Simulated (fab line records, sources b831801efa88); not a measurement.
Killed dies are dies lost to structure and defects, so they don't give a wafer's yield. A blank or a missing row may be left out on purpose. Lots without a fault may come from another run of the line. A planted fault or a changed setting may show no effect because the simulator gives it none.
One fault seen from 2 desks | flow gf180mcu | each desk has only its own numbers; what lay behind them comes last

THE TOOL OWNER'S DESK: plasma_asher-01
The tool's own readings at GF_V1_STRIP_18 (strips in O2/N2): means of the sampled wafers that have a number, for each lot that ran on this tool. A lot is out of limits, marked OUT, if its mean lies more than 4 standard deviations from the usual mean; the brackets give that distance.
Columns: A = drypump_motor_current_A at GF_V1_STRIP_18, usual 5.71 A; B = heater_power_w at GF_V1_STRIP_18, usual 320 W; C = oes_product_au at GF_V1_STRIP_18, usual 0.593 a.u.
lot  | first seen here | A    | B   | C
L610 | day 18 19:16    | 5.88 | 316 | 0.595
L612 | day 19 16:50    | 5.88 | 314 | 0.595
L614 | day 20 11:39    | 5.85 | 316 | 0.590
L621 | day 23 03:41    | 5.89 | 316 | 0.592
L622 | day 23 11:59    | 5.88 | 318 | 0.586
L626 | day 24 19:05    | 5.74 | 307 | 0.592
L627 | day 25 00:47    | 5.89 | 310 | 0.593
L630 | day 25 17:00    | 5.86 | 318 | 0.597
This desk's finding: nothing out of limits on any of the 8 lots.

THE METROLOGY DESK
What the gauges read, lot by lot, whatever tool the lot ran on: means of the sampled wafers that have a number. A lot is out of limits, marked OUT, if its mean lies more than 4 standard deviations from the usual mean; the brackets give that distance.
Columns: A = V5_W_RS at GF_V5_RS_MEAS_24, usual 0.327 ohm/sq; B = cd_nm at GF_TOP_METAL_CD_MEAS_14, usual 440.5 nm
lot  | first seen here | A     | B
L610 | day 27 21:05    | 0.329 | 442.5
L612 | day 28 12:31    | 0.326 | 440.2
L613 | day 28 21:58    | 0.329 | 438.4
L614 | day 29 04:11    | 0.329 | 441.2
L621 | day 31 07:07    | 0.326 | 438.3
L622 | day 31 13:02    | 0.326 | 442.3
L623 | day 31 16:44    | 0.326 | 437.1
L626 | day 32 15:37    | 0.328 | 440.6
L627 | day 32 18:25    | 0.331 | 443.7
L628 | day 32 23:23    | 0.328 | 442.3
L629 | day 33 00:11    | 0.329 | 437.1
L630 | day 33 05:40    | 0.330 | 440.8
L631 | day 33 14:15    | 0.329 | 440.5
This desk's finding: nothing out of limits on any of the 13 lots.

PUT TOGETHER
The tool owner's desk saw nothing out of limits.
The metrology desk saw nothing out of limits.

WHAT THE SIMULATOR HAD PUT IN
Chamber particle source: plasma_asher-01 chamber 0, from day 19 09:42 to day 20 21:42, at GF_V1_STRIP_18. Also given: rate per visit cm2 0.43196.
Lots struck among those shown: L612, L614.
